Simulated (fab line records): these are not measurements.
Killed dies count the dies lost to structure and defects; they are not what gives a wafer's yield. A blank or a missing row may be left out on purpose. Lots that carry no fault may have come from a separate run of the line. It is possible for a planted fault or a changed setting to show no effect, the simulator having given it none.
fab line records	flow sky130
record: lots: 6	wafers: 18	last_day: 50
route steps=708 shown SD_P@327 RES_XHIGH@332 SD_N@342 PAD_OPEN@708
lots untouched by any fault: they come from a run of this same line in which no faults occurred
start_h: start of the lot's first displayed wafer, in hours after the record's first day	wait_h: time in hours since the lot's previous step	" same as the row above	L1.1+2: a row that stands for several wafers	- no value, or no start was given	* or withheld: withheld	< > ~ a bound
route shown NAME@n: NAME is a module with steps in the file, n the number in the route of the first one	usual: mean/standard deviation of fault-free wafers	same: alike in all rows	chamber/n: place in a boat	sites: each site's reading	_std_site: the values' standard deviation	_edge_site: inner sites' mean taken away from outer sites' mean	radius_mm: how far each site lies from the wafer's centre	mask NAME#n: copy n	behind: the last tool/chamber to shape the wafer	hold: why the lot was held/for how many hours/how that ended	device: which transistor (n, p or np) failed to switch	end of line: the tests these same wafers got at the end of their route	a step given without rows: its recipe and nothing more	killed: at the first sort, the dies lost to defects and structure; wafer yield is something else	map: per-die view of a wafer (x killed, . not killed, _ where there is no die)
set.NAME: the setting that was run; set.NAME@STEP: the one run at that earlier step	model.NAME: the simulator's own value behind a step, which no gauge read
lots at selected steps of the route; one table per step, one row per wafer
services: the hour from which a tool's chamber was out of use, counted from the record's first day as start_h (under 0 if before that day), plus the number of hours and why
== steps ==
step: SKY_SD_P_CD_MEAS_07
recipe: target_cd_nm: 380
usual: cd_nm: 378.8/2.5
lot.wafer	tool	chamber	start_h	wait_h	cd_nm
L247.1	cd_sem-02	-	582.28	0.1	380.9
L247.4	"	-	"	"	380.5
L247.6	"	-	"	"	380.8
L251.1	cd_sem-01	-	651.64	0.1	381.9
L251.3	"	-	"	"	382.4
L251.5	"	-	"	"	383.4
L253.2	cd_sem-02	-	667.25	0.1	373.6
L253.3	"	-	"	"	375.8
L253.4	"	-	"	"	378.0
L264.2	cd_sem-01	-	732.60	0.1	376.7
L264.4	"	-	"	"	379.0
L264.5	"	-	"	"	377.0
L268.2	cd_sem-01	-	763.96	0.1	380.8
L268.3	"	-	"	"	380.7
L268.5	"	-	"	"	380.1
L269.4	cd_sem-01	-	771.60	0.1	379.4
L269.5	"	-	"	"	377.6
L269.6	"	-	"	"	379.6
step: SKY_SD_P_OVL_MEAS_08
usual: SD_P_OVL: 1.2/1.1
lot.wafer	tool	chamber	start_h	wait_h	SD_P_OVL[nm]
L247.1	overlay-02	-	582.40	0.1	2.2
L247.4	"	-	"	"	0.7
L247.6	"	-	"	"	1.3
L251.1	overlay-01	-	651.76	0.1	1.2
L251.3	"	-	"	"	3.3
L251.5	"	-	"	"	-0.6
L253.2	overlay-02	-	667.36	0.1	1.5
L253.3	"	-	"	"	0.3
L253.4	"	-	"	"	2.5
L264.2	overlay-01	-	732.71	0.1	1.0
L264.4	"	-	"	"	1.3
L264.5	"	-	"	"	1.1
L268.2	overlay-01	-	764.09	0.1	-0.7
L268.3	"	-	"	"	0.1
L268.5	"	-	"	"	-0.2
L269.4	overlay-02	-	771.68	0.1	1.0
L269.5	"	-	"	"	-0.3
L269.6	"	-	"	"	0.1
step: SKY_SD_P_IMPLANT_09
recipe: species: BF2	energy_kev: 20	dose_cm2: 3e+15	tilt_deg: 0
step: SKY_SD_P_STRIP_10
recipe: chemistry: O2/N2	power_w: 1400	pressure_mtorr: 1500	platen_temp_c: withheld	o2_flow_sccm: 3000	n2_flow_sccm: 300	overash_fraction: 0.5
usual: drypump_motor_current_A: 5.6/0.48	n2_flow_sccm: 300.1/0.98	oes_product_au: 0.618/0.0042	strip_time_to_endpoint_s: 17.51/0.039
lot.wafer	tool	chamber	start_h	wait_h	drypump_motor_current_A	n2_flow_sccm	oes_product_au	rf_hours_counter_h	strip_time_to_endpoint_s
L247.1	plasma_asher-01	1	582.58	0.1	4.9	298.9	0.613	88	17.56
L247.4	"	1	"	"	5.0	300.7	0.613	-	17.49
L247.6	"	0	"	"	6.0	299.6	0.615	-	17.52
L251.1	plasma_asher-01	1	651.95	0.1	5.0	300.8	0.619	95	17.56
L251.3	"	0	"	"	6.0	299.6	0.617	-	17.53
L251.5	"	1	"	"	4.9	299.6	0.621	-	17.54
L253.2	plasma_asher-01	0	667.54	0.1	6.0	300.4	0.621	97	17.50
L253.3	"	1	"	"	5.0	300.6	0.620	-	17.51
L253.4	"	0	"	"	6.1	299.5	0.628	-	17.52
L264.2	plasma_asher-04	1	732.89	0.1	5.2	300.6	0.617	28	17.48
L264.4	"	0	"	"	5.7	300.0	0.619	-	17.47
L264.5	"	1	"	"	5.2	299.0	0.612	-	17.51
L268.2	plasma_asher-01	1	764.27	0.1	5.0	300.1	0.615	3	17.45
L268.3	"	1	"	"	5.0	300.7	0.610	-	17.44
L268.5	"	0	"	"	6.1	300.2	0.619	-	17.47
L269.4	plasma_asher-04	1	771.88	0.1	5.2	300.0	0.615	-	17.49
L269.5	"	0	"	"	5.7	299.2	0.624	-	17.48
L269.6	"	1	"	"	5.2	299.3	0.620	-	17.47
step: SKY_SD_P_TW_MEAS_11
usual: SD_P_TW: 2853/22
lot.wafer	tool	chamber	start_h	wait_h	SD_P_TW
L247.1	film_metro-01	-	582.68	0.1	2862
L247.4	"	-	"	"	2854
L247.6	"	-	"	"	2858
L251.1	film_metro-04	-	652.05	0.1	2881
L251.3	"	-	"	"	2867
L251.5	"	-	"	"	2875
L253.2	film_metro-02	-	667.65	0.1	2869
L253.3	"	-	"	"	2849
L253.4	"	-	"	"	2872
L264.2	film_metro-01	-	733.00	0.1	2842
L264.4	"	-	"	"	2844
L264.5	"	-	"	"	2845
L268.2	film_metro-02	-	764.38	0.1	2859
L268.3	"	-	"	"	2863
L268.5	"	-	"	"	2863
L269.4	film_metro-02	-	771.98	0.1	2846
L269.5	"	-	"	"	2859
L269.6	"	-	"	"	2836
step: SKY_RES_XHIGH_DEHYDRATE_00
recipe: temp_c: 200	time_s: 60
step: SKY_RES_XHIGH_HMDS_01
recipe: prime_time_s: 60	prime_temp_c: 120
step: SKY_RES_XHIGH_COAT_02
recipe: resist: NOVOLAK	spin_rpm: 3000	resist_thk_nm: 1140
step: SKY_RES_XHIGH_SOFTBAKE_03
recipe: temp_c: 90	time_s: 60	resist: NOVOLAK
step: SKY_RES_XHIGH_EXPOSE_04
recipe: mask_id: URPM	na: 0.6	source_shape: conventional	sigma_outer: 0.6	polarization: unpolarized	target_cd_nm: 1270	dose_mj: 140
step: SKY_RES_XHIGH_PEB_05
recipe: temp_c: withheld	time_s: *	resist: NOVOLAK
step: SKY_RES_XHIGH_DEVELOP_06
recipe: resist: NOVOLAK	developer: TMAH	develop_time_s: 60	dev_temp_c: 23
step: SKY_RES_XHIGH_IMPLANT_07
recipe: species: BF2	energy_kev: 20	dose_cm2: 3.6e+14	tilt_deg: 0
usual: dose_ions_cm2: 3.6e+14/4.1e+11
lot.wafer	tool	chamber	start_h	wait_h	dose_ions_cm2
L247.1	implanter-04	0	611.96	0.1	3.599e+14
L247.4	"	0	"	"	3.602e+14
L247.6	"	0	"	"	3.605e+14
L251.1	implanter-03	0	679.94	0.1	3.814e+14
L251.3	"	0	"	"	3.818e+14
L251.5	"	0	"	"	3.814e+14
L253.2	implanter-03	0	695.57	0.1	3.814e+14
L253.3	"	0	"	"	3.822e+14
L253.4	"	0	"	"	3.82e+14
L264.2	implanter-03	0	759.79	0.1	3.598e+14
L264.4	"	0	"	"	3.597e+14
L264.5	"	0	"	"	3.596e+14
L268.2	implanter-03	0	791.12	0.1	3.597e+14
L268.3	"	0	"	"	3.595e+14
L268.5	"	0	"	"	3.605e+14
L269.4	implanter-02	0	798.49	0.1	3.601e+14
L269.5	"	0	"	"	3.599e+14
L269.6	"	0	"	"	3.601e+14
step: SKY_RES_XHIGH_STRIP_08
recipe: chemistry: O2/N2	power_w: 1400	pressure_mtorr: 1500	platen_temp_c: withheld	o2_flow_sccm: 3000	n2_flow_sccm: 300	overash_fraction: 0.5
usual: drypump_motor_current_A: 5.5/0.6	n2_flow_sccm: 299.9/0.86	oes_product_au: 0.711/0.0047	strip_time_to_endpoint_s: 14.29/0.039
lot.wafer	tool	chamber	start_h	wait_h	drypump_motor_current_A	n2_flow_sccm	oes_product_au	rf_hours_counter_h	strip_time_to_endpoint_s
L247.1	plasma_asher-02	1	612.11	0.1	6.4	298.9	0.712	82	14.28
L247.4	"	1	"	"	6.4	298.9	0.710	-	14.24
L247.6	"	0	"	"	5.8	299.2	0.712	-	14.29
L251.1	plasma_asher-01	0	680.09	0.1	6.0	298.2	0.702	98	14.33
L251.3	"	0	"	"	6.0	300.2	0.711	-	14.33
L251.5	"	1	"	"	4.9	300.5	0.718	-	14.32
L253.2	plasma_asher-03	0	695.69	0.1	4.9	301.2	0.712	54	14.31
L253.3	"	1	"	"	4.9	299.3	0.711	-	14.30
L253.4	"	0	"	"	4.9	301.0	0.706	-	14.31
L264.2	plasma_asher-03	0	759.92	0.1	4.9	300.1	0.718	61	14.27
L264.4	"	1	"	"	4.9	299.7	0.722	-	14.26
L264.5	"	1	"	"	4.9	299.2	0.710	-	14.28
L268.2	plasma_asher-01	1	791.24	0.1	4.9	301.3	0.710	6	14.31
L268.3	"	1	"	"	4.9	300.9	0.707	-	14.28
L268.5	"	1	"	"	4.9	300.1	0.708	-	14.32
L269.4	plasma_asher-01	1	798.60	0.1	4.9	300.1	0.704	-	14.30
L269.5	"	1	"	"	5.0	299.3	0.708	-	14.31
L269.6	"	0	"	"	6.0	299.1	0.708	-	14.29
step: SKY_RES_XHIGH_TW_MEAS_09
usual: RES_XHIGH_TW: 1654/15
lot.wafer	tool	chamber	start_h	wait_h	RES_XHIGH_TW
L247.1	film_metro-02	-	612.21	0.1	1649
L247.4	"	-	"	"	1645
L247.6	"	-	"	"	1644
L251.1	film_metro-04	-	680.19	0.1	1704
L251.3	"	-	"	"	1701
L251.5	"	-	"	"	1706
L253.2	film_metro-04	-	695.80	0.1	1700
L253.3	"	-	"	"	1699
L253.4	"	-	"	"	1703
L264.2	film_metro-04	-	760.03	0.1	1669
L264.4	"	-	"	"	1670
L264.5	"	-	"	"	1675
L268.2	film_metro-02	-	791.35	0.1	1662
L268.3	"	-	"	"	1653
L268.5	"	-	"	"	1654
L269.4	film_metro-01	-	798.70	0.1	1636
L269.5	"	-	"	"	1627
L269.6	"	-	"	"	1626
step: SKY_SD_N_DEHYDRATE_00
recipe: temp_c: 200	time_s: 60
step: SKY_SD_N_HMDS_01
recipe: prime_time_s: 60	prime_temp_c: 120
step: SKY_SD_N_COAT_02
recipe: resist: NOVOLAK	spin_rpm: 3000	resist_thk_nm: 1140
step: SKY_SD_N_SOFTBAKE_03
recipe: temp_c: 90	time_s: 60	resist: NOVOLAK
step: SKY_SD_N_EXPOSE_04
recipe: mask_id: NSDM	na: 0.6	source_shape: conventional	sigma_outer: 0.6	polarization: unpolarized	target_cd_nm: 380	dose_mj: 143
step: SKY_SD_N_PEB_05
recipe: temp_c: withheld	time_s: *	resist: NOVOLAK
step: SKY_SD_N_DEVELOP_06
recipe: resist: NOVOLAK	developer: TMAH	develop_time_s: 60	dev_temp_c: 23
step: SKY_SD_N_CD_MEAS_07
recipe: target_cd_nm: 380
usual: cd_nm: 379.5/2.3
lot.wafer	tool	chamber	start_h	wait_h	cd_nm
L247.1	cd_sem-01	-	640.98	0.1	380.1
L247.4	"	-	"	"	382.5
L247.6	"	-	"	"	380.6
L251.1	cd_sem-02	-	708.09	0.1	384.3
L251.3	"	-	"	"	384.0
L251.5	"	-	"	"	382.3
L253.2	cd_sem-02	-	723.01	0.1	376.7
L253.3	"	-	"	"	375.1
L253.4	"	-	"	"	375.9
L264.2	cd_sem-01	-	786.46	0.1	378.4
L264.4	"	-	"	"	377.7
L264.5	"	-	"	"	380.8
L268.2	cd_sem-02	-	817.90	0.1	377.2
L268.3	"	-	"	"	378.3
L268.5	"	-	"	"	377.3
L269.4	cd_sem-01	-	824.82	0.1	376.9
L269.5	"	-	"	"	378.7
L269.6	"	-	"	"	378.1
step: SKY_SD_N_OVL_MEAS_08
usual: SD_N_OVL: 1.8/1.2
lot.wafer	tool	chamber	start_h	wait_h	SD_N_OVL[nm]
L247.1	overlay-01	-	641.10	0.1	2.9
L247.4	"	-	"	"	2.4
L247.6	"	-	"	"	4.4
L251.1	overlay-02	-	708.21	0.1	1.5
L251.3	"	-	"	"	1.1
L251.5	"	-	"	"	0.7
L253.2	overlay-02	-	723.12	0.1	0.7
L253.3	"	-	"	"	1.7
L253.4	"	-	"	"	3.3
L264.2	overlay-01	-	786.57	0.1	3.0
L264.4	"	-	"	"	1.3
L264.5	"	-	"	"	1.7
L268.2	overlay-02	-	818.01	0.1	0.9
L268.3	"	-	"	"	1.8
L268.5	"	-	"	"	2.0
L269.4	overlay-01	-	824.90	0.1	2.7
L269.5	"	-	"	"	3.2
L269.6	"	-	"	"	3.2
step: SKY_SD_N_IMPLANT_09
recipe: species: As	energy_kev: 50	dose_cm2: 4e+15	tilt_deg: 0
step: SKY_SD_N_IMPLANT_10
recipe: species: P	energy_kev: 20	dose_cm2: 1e+14	tilt_deg: 0
step: SKY_SD_N_STRIP_11
recipe: chemistry: O2/N2	power_w: 1400	pressure_mtorr: 1500	platen_temp_c: withheld	o2_flow_sccm: 3000	n2_flow_sccm: 300	overash_fraction: 0.5
usual: drypump_motor_current_A: 5.4/0.5	n2_flow_sccm: 300.1/0.87	oes_product_au: 0.528/0.0041	strip_time_to_endpoint_s: 22.54/0.04
lot.wafer	tool	chamber	start_h	wait_h	drypump_motor_current_A	n2_flow_sccm	oes_product_au	rf_hours_counter_h	strip_time_to_endpoint_s
L247.1	plasma_asher-03	0	641.44	0.1	4.9	300.5	0.525	49	22.59
L247.4	"	0	"	"	4.9	300.4	0.519	-	22.58
L247.6	"	1	"	"	4.9	299.5	0.526	-	22.56
L251.1	plasma_asher-02	0	708.55	0.1	5.9	299.3	0.534	91	22.63
L251.3	"	0	"	"	5.9	301.3	0.530	-	22.57
L251.5	"	1	"	"	6.4	297.9	0.533	-	22.60
L253.2	plasma_asher-03	0	723.45	0.1	4.9	299.5	0.527	57	22.55
L253.3	"	1	"	"	4.9	299.6	0.534	-	22.58
L253.4	"	0	"	"	4.9	299.2	0.541	-	22.63
L264.2	plasma_asher-04	1	786.90	0.1	5.2	299.6	0.527	35	22.54
L264.4	"	1	"	"	5.2	300.0	0.529	-	22.54
L264.5	"	1	"	"	5.2	300.1	0.527	-	22.58
L268.2	plasma_asher-04	1	818.34	0.1	5.2	300.1	0.520	38	22.58
L268.3	"	1	"	"	5.2	300.1	0.526	-	22.57
L268.5	"	1	"	"	5.2	301.0	0.524	-	22.54
L269.4	plasma_asher-04	0	825.25	0.1	5.7	301.2	0.517	-	22.48
L269.5	"	0	"	"	5.7	299.9	0.531	-	22.48
L269.6	"	1	"	"	5.2	300.6	0.523	-	22.50
step: SKY_SD_N_TW_MEAS_12
usual: SD_N_TW: 4030/39
lot.wafer	tool	chamber	start_h	wait_h	SD_N_TW
L247.1	film_metro-02	-	641.54	0.1	4027
L247.4	"	-	"	"	4034
L247.6	"	-	"	"	4034
L251.1	film_metro-04	-	708.65	0.1	4114
L251.3	"	-	"	"	4111
L251.5	"	-	"	"	4107
L253.2	film_metro-02	-	723.56	0.1	3971
L253.3	"	-	"	"	4006
L253.4	"	-	"	"	4015
L264.2	film_metro-01	-	787.01	0.1	4008
L264.4	"	-	"	"	3996
L264.5	"	-	"	"	4020
L268.2	film_metro-01	-	818.45	0.1	3934
L268.3	"	-	"	"	3960
L268.5	"	-	"	"	3965
L269.4	film_metro-02	-	825.35	0.1	4000
L269.5	"	-	"	"	4026
L269.6	"	-	"	"	4035
step: SKY_SD_N_CLEAN_13
recipe: chemistry: SC1/SC2	mix: 1:4:20	temp_c: 70	time_s: 150	dry: n2_spin
step: SKY_SD_N_RTA_14
recipe: temp_c: 1075	time_s: 2	idle_temp_c: 650	ramp_up_c_per_s: 150	ramp_down_c_per_s: 90	ambient: N2
usual: lamp_power_pct: 15.73/0.057	wafer_temp_C_max: 1078.1/1.3
lot.wafer	tool	chamber	start_h	wait_h	lamp_power_pct	wafer_temp_C_max
L247.1	rtp_anneal-02	0	641.65	0.0	15.74	1076.7
L247.4	"	0	"	"	15.78	1077.6
L247.6	"	0	"	"	15.77	1078.1
L251.1	rtp_anneal-01	0	708.76	0.0	15.81	1078.6
L251.3	"	0	"	"	15.55	1077.3
L251.5	"	0	"	"	15.68	1075.5
L253.2	rtp_anneal-02	0	723.67	0.0	15.75	1076.9
L253.3	"	0	"	"	15.70	1076.2
L253.4	"	0	"	"	15.69	1078.2
L264.2	rtp_anneal-01	0	787.12	0.0	15.68	1078.0
L264.4	"	0	"	"	15.74	1077.1
L264.5	"	0	"	"	15.76	1079.0
L268.2	rtp_anneal-01	0	818.60	0.0	15.82	1078.0
L268.3	"	0	"	"	15.58	1076.8
L268.5	"	0	"	"	15.72	1077.3
L269.4	rtp_anneal-02	0	825.46	0.0	15.76	1078.3
L269.5	"	0	"	"	15.70	1078.1
L269.6	"	0	"	"	15.70	1078.8
step: SKY_SD_N_RS_MEAS_16
recipe: thk_meas_gauge: four-point-probe
usual: SD_N_RS: 68.51/0.13
lot.wafer	tool	chamber	start_h	wait_h	SD_N_RS[ohm/sq]
L247.1	film_metro-01	-	641.82	0.1	68.42
L247.4	"	-	"	"	68.38
L247.6	"	-	"	"	68.53
L251.1	film_metro-01	-	708.93	0.1	68.32
L251.3	"	-	"	"	68.40
L251.5	"	-	"	"	68.34
L253.2	film_metro-01	-	723.86	0.1	68.47
L253.3	"	-	"	"	68.73
L253.4	"	-	"	"	68.51
L264.2	film_metro-04	-	787.30	0.1	68.28
L264.4	"	-	"	"	68.36
L264.5	"	-	"	"	68.26
L268.2	film_metro-02	-	818.79	0.1	68.58
L268.3	"	-	"	"	68.56
L268.5	"	-	"	"	68.56
L269.4	film_metro-04	-	825.66	0.1	68.61
L269.5	"	-	"	"	68.55
L269.6	"	-	"	"	68.49
step: SKY_SD_N_RS_MEAS_17
recipe: thk_meas_gauge: four-point-probe
usual: SD_P_RS: 147.0/0.41
lot.wafer	tool	chamber	start_h	wait_h	SD_P_RS[ohm/sq]
L247.1	film_metro-01	-	641.94	0.1	146.8
L247.4	"	-	"	"	147.4
L247.6	"	-	"	"	147.7
L251.1	film_metro-01	-	709.05	0.1	147.0
L251.3	"	-	"	"	146.8
L251.5	"	-	"	"	146.5
L253.2	film_metro-01	-	723.98	0.1	146.9
L253.3	"	-	"	"	147.2
L253.4	"	-	"	"	147.1
L264.2	film_metro-04	-	787.42	0.1	146.5
L264.4	"	-	"	"	146.7
L264.5	"	-	"	"	146.9
L268.2	film_metro-02	-	818.91	0.1	147.1
L268.3	"	-	"	"	147.3
L268.5	"	-	"	"	147.5
L269.4	film_metro-04	-	825.78	0.1	146.8
L269.5	"	-	"	"	147.1
L269.6	"	-	"	"	146.6
step: SKY_SD_N_RS_MEAS_18
recipe: thk_meas_gauge: four-point-probe
usual: RES_XHIGH_RS: 333.3/1.3
lot.wafer	tool	chamber	start_h	wait_h	hold	RES_XHIGH_RS[ohm/sq]
L247.1	film_metro-01	-	642.06	0.1	-	333.1
L247.4	"	-	"	"	-	333.2
L247.6	"	-	"	"	-	333.0
L251.1	film_metro-01	-	709.17	0.1	await_dispo/0.2h/release	316.7
L251.3	"	-	"	"	await_dispo/0.2h/release	318.5
L251.5	"	-	"	"	await_dispo/0.2h/release	316.8
L251.1	film_metro-01	-	709.48	0.3	-	317.1
L251.3	"	-	"	"	-	317.8
L251.5	"	-	"	"	-	317.2
L253.2	film_metro-01	-	724.10	0.1	await_dispo/0.2h/release	316.4
L253.3	"	-	"	"	await_dispo/0.2h/release	317.4
L253.4	"	-	"	"	await_dispo/0.2h/release	316.3
L253.2	film_metro-01	-	724.40	0.3	-	316.3
L253.3	"	-	"	"	-	316.9
L253.4	"	-	"	"	-	317.1
L264.2	film_metro-04	-	787.54	0.1	-	334.1
L264.4	"	-	"	"	-	333.8
L264.5	"	-	"	"	-	333.9
L268.2	film_metro-02	-	819.03	0.1	-	334.1
L268.3	"	-	"	"	-	335.3
L268.5	"	-	"	"	-	335.6
L269.4	film_metro-04	-	825.90	0.1	-	333.8
L269.5	"	-	"	"	-	334.6
L269.6	"	-	"	"	-	334.0
step: SKY_PAD_OPEN_PROBE_99
usual: killed_at_M0_to_M3: 44/7.2	killed_at_M4_up: 3.2/1.8	killed_at_contacts: 24/5.4	killed_at_front_end: 15/4	killed_at_other: 0.3/0.56	killed_dies: 87/9.2	killed_open: 47/7.3	killed_short: 39/5.7
same: gross_dies: 492	killed_at_back_side: 0
lot.wafer	tool	chamber	start_h	wait_h	killed_at_M0_to_M3	killed_at_M4_up	killed_at_contacts	killed_at_front_end	killed_at_other	killed_dies	killed_open	killed_short	model.etest.res_xhigh_po.line_ohm_um	model.etest.res_xhigh_po.rs_ohm_sq
L247.1	prober-01	-	1069.62	0.1	41	5	31	15	0	92	56	36	5756	2007
L247.4	prober-01	-	1069.77	0.2	31	3	27	11	0	72	44	28	6013	2080
L247.6	prober-01	-	1069.87	0.2	35	2	26	12	0	75	41	34	5980	2087
L251.1	prober-02	-	1120.88	0.1	31	5	26	16	1	79	38	41	4959	1721
L251.3	prober-02	-	1120.98	0.2	40	4	26	11	1	82	37	44	4910	1717
L251.5	prober-02	-	1121.08	0.2	50	1	29	14	0	94	56	38	5046	1778
L253.2	prober-01	-	1132.08	0.1	42	2	16	19	0	79	46	33	5090	1764
L253.3	prober-01	-	1132.13	0.2	48	4	26	13	0	91	54	37	5112	1794
L253.4	prober-01	-	1132.18	0.2	37	6	35	16	1	95	52	43	5059	1750
L264.2	prober-02	-	1173.82	0.1	48	2	25	12	0	87	53	34	5529	1947
L264.4	prober-02	-	1173.92	0.2	41	1	19	18	0	79	40	39	5660	1986
L264.5	prober-02	-	1173.97	0.2	50	3	27	10	0	90	46	44	5655	1985
L268.2	prober-02	-	1191.69	0.1	29	2	20	14	1	66	36	30	5581	1967
L268.3	prober-02	-	1191.74	0.2	40	7	21	17	0	85	35	50	5651	1992
L268.5	prober-02	-	1191.84	0.2	44	0	25	17	0	86	50	36	5702	1981
L269.4	prober-01	-	1196.38	0.2	57	2	25	11	1	96	43	51	5508	1926
L269.5	prober-01	-	1196.43	0.2	44	3	23	19	0	89	51	36	5730	2020
L269.6	prober-01	-	1196.48	0.2	54	1	13	17	0	85	42	41	5706	1991
killed by level:class
L247.1 LI_CONTACT:geometric_particle:open=10 VIA1:geometric_particle:open=8 CONTACT:geometric_particle:open=8 LOCAL_INTERCONNECT:geometric_particle:short=7 VIA3:geometric_particle:open=7 METAL1:geometric_particle:short=6 METAL2:geometric_particle:short=5 SPACER:geometric_particle:open=4
L247.4 CONTACT:geometric_particle:open=13 VIA1:geometric_particle:open=12 CONTACT:geometric_particle:short=5 VIA3:geometric_particle:open=5 FIELD_ISO:geometric_particle:short=3 POLY_GATE:geometric_particle:open=3 LI_CONTACT:geometric_particle:open=3 VIA2:geometric_particle:short=3
L247.6 VIA3:geometric_particle:open=7 LI_CONTACT:geometric_particle:open=7 CONTACT:geometric_particle:open=7 LI_CONTACT:geometric_particle:short=6 VIA1:geometric_particle:open=6 METAL2:geometric_particle:short=5 VIA2:geometric_particle:open=5 VIA3:geometric_particle:short=5
L251.1 CONTACT:geometric_particle:open=12 CONTACT:geometric_particle:short=7 VIA1:geometric_particle:open=6 FIELD_ISO:geometric_particle:open=4 FIELD_ISO:geometric_particle:short=4 LOCAL_INTERCONNECT:geometric_particle:short=4 VIA3:geometric_particle:open=4 METAL4:geometric_particle:short=4
L251.3 CONTACT:geometric_particle:open=9 LI_CONTACT:geometric_particle:open=9 METAL2:geometric_particle:short=7 VIA1:geometric_particle:open=7 CONTACT:geometric_particle:short=6 VIA1:geometric_particle:short=6 POLY_GATE:geometric_particle:short=5 METAL1:geometric_particle:short=4
L251.5 VIA1:geometric_particle:open=13 VIA2:geometric_particle:open=11 CONTACT:geometric_particle:open=10 LI_CONTACT:geometric_particle:open=7 FIELD_ISO:geometric_particle:open=6 CONTACT:geometric_particle:short=5 LOCAL_INTERCONNECT:geometric_particle:short=5 METAL1:geometric_particle:short=5
L253.2 FIELD_ISO:geometric_particle:open=7 VIA1:geometric_particle:open=7 CONTACT:geometric_particle:open=7 VIA2:geometric_particle:open=7 METAL2:geometric_particle:short=6 METAL1:geometric_particle:short=5 VIA1:geometric_particle:short=5 METAL3:geometric_particle:short=4
L253.3 CONTACT:geometric_particle:open=14 VIA1:geometric_particle:open=14 VIA1:geometric_particle:short=8 LI_CONTACT:geometric_particle:open=5 VIA2:geometric_particle:open=5 METAL2:geometric_particle:short=5 METAL1:geometric_particle:open=4 FIELD_ISO:geometric_particle:short=3
L253.4 CONTACT:geometric_particle:open=11 VIA1:geometric_particle:open=8 LI_CONTACT:geometric_particle:open=7 LOCAL_INTERCONNECT:geometric_particle:short=7 POLY_GATE:geometric_particle:open=6 METAL1:geometric_particle:short=5 VIA3:geometric_particle:open=5 METAL2:geometric_particle:short=5
L264.2 VIA1:geometric_particle:open=14 CONTACT:geometric_particle:open=10 FIELD_ISO:geometric_particle:open=6 CONTACT:geometric_particle:short=6 VIA1:geometric_particle:short=6 VIA3:geometric_particle:open=6 LI_CONTACT:geometric_particle:open=5 VIA2:geometric_particle:open=5
L264.4 VIA1:geometric_particle:short=8 CONTACT:geometric_particle:open=8 VIA2:geometric_particle:open=7 CONTACT:geometric_particle:short=6 POLY_GATE:geometric_particle:open=5 VIA1:geometric_particle:open=5 METAL2:geometric_particle:short=5 VIA3:geometric_particle:open=5
L264.5 VIA2:geometric_particle:open=11 VIA1:geometric_particle:open=9 CONTACT:geometric_particle:short=7 VIA3:geometric_particle:open=7 LOCAL_INTERCONNECT:geometric_particle:short=6 CONTACT:geometric_particle:open=6 METAL1:geometric_particle:short=5 LI_CONTACT:geometric_particle:open=4
L268.2 CONTACT:geometric_particle:open=7 LI_CONTACT:geometric_particle:open=6 VIA1:geometric_particle:open=6 VIA2:geometric_particle:open=5 CONTACT:geometric_particle:short=4 METAL3:geometric_particle:short=4 FIELD_ISO:geometric_particle:short=3 POLY_GATE:geometric_particle:open=3
L268.3 CONTACT:geometric_particle:open=9 VIA3:geometric_particle:open=8 METAL1:geometric_particle:short=7 VIA1:geometric_particle:short=7 LOCAL_INTERCONNECT:geometric_particle:short=6 METAL4:geometric_particle:short=6 POLY_GATE:geometric_particle:short=5 LI_CONTACT:geometric_particle:open=4
L268.5 LI_CONTACT:geometric_particle:open=13 VIA1:geometric_particle:open=13 VIA2:geometric_particle:open=11 LOCAL_INTERCONNECT:geometric_particle:short=5 METAL3:geometric_particle:short=5 SPACER:geometric_particle:short=4 CONTACT:geometric_particle:short=4 VIA3:geometric_particle:short=4
L269.4 METAL1:geometric_particle:short=16 VIA1:geometric_particle:open=12 CONTACT:geometric_particle:open=9 LI_CONTACT:geometric_particle:open=7 VIA3:geometric_particle:open=7 CONTACT:geometric_particle:short=6 METAL2:geometric_particle:short=6 VIA3:geometric_particle:short=6
L269.5 VIA3:geometric_particle:open=13 VIA1:geometric_particle:open=8 FIELD_ISO:geometric_particle:open=6 CONTACT:geometric_particle:open=6 LI_CONTACT:geometric_particle:open=6 CONTACT:geometric_particle:short=6 METAL2:geometric_particle:short=5 VIA3:geometric_particle:short=5
L269.6 VIA1:geometric_particle:open=10 VIA3:geometric_particle:open=10 METAL2:geometric_particle:short=7 VIA1:geometric_particle:short=7 CONTACT:geometric_particle:open=6 METAL1:geometric_particle:short=5 FIELD_ISO:geometric_particle:short=4 CONTACT:geometric_particle:short=4
== services ==
tool	chamber	start_h	hours	kind
implanter-04	-	571.41	4.2	repair
plasma_asher-04	-	603.16	1.8	repair
implanter-03	-	620.51	3.3	repair
plasma_asher-02	-	625.30	2.4	repair
implanter-02	-	646.05	1.8	repair
implanter-02	-	650.69	3.3	pm
implanter-03	-	654.19	1.8	pm
implanter-02	-	669.07	2.5	repair
implanter-02	-	671.54	1.7	repair
rtp_anneal-02	-	673.28	48.0	pm
plasma_asher-03	-	690.85	2.8	pm
plasma_asher-01	-	733.81	9.0	pm
plasma_asher-01	0	733.81	9.0	vent_cycle
plasma_asher-01	1	733.81	9.0	vent_cycle
plasma_asher-01	-	734.19	2.3	repair
plasma_asher-01	0	742.81	-	clean
plasma_asher-01	1	742.81	-	clean
plasma_asher-02	-	750.01	33.2	pm
implanter-03	-	775.16	3.2	pm
plasma_asher-04	-	778.46	1.0	repair
implanter-03	-	779.00	0.5	repair
implanter-03	-	783.76	1.0	repair
plasma_asher-02	-	814.63	0.8	repair
plasma_asher-02	-	817.97	0.9	repair
== key ==
first_sign: step: SKY_RES_XHIGH_IMPLANT_07	reading: dose_ions_cm2	direction: up	sigmas: 53	usual: *	struck: *
effect: step: SKY_SD_N_RS_MEAS_18	reading: visit	direction: added
effect: step: SKY_SD_N_RS_MEAS_18	reading: RES_XHIGH_RS	direction: down	sigmas: 12	usual: 333.3	struck: 317.0
model_effect: step: SKY_PAD_OPEN_PROBE_99	value: etest.res_xhigh_po.line_ohm_um	without: 5618	struck: 5029
met_at SKY_RES_XHIGH_IMPLANT_07
struck_wafers L251.1,L251.3,L251.5,L253.2,L253.3,L253.4
tester_left_out L251,L253
fault: kind: process_parameter_drift	tool: implanter-03	chamber: -	onset_h: 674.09	steps: SKY_RES_XHIGH_IMPLANT_07	channel: dose_cm2	offset: *	shape: step	end_h: 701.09	acts_in: *	stated: *
tester_left_out: of these lots the tester's yield and bins aren't shown, on N5 and GAA mostly nor the transistor test; their killed dies are dies lost to structure and defects alone, not to doping, threshold or leakage, so they don't give the yield
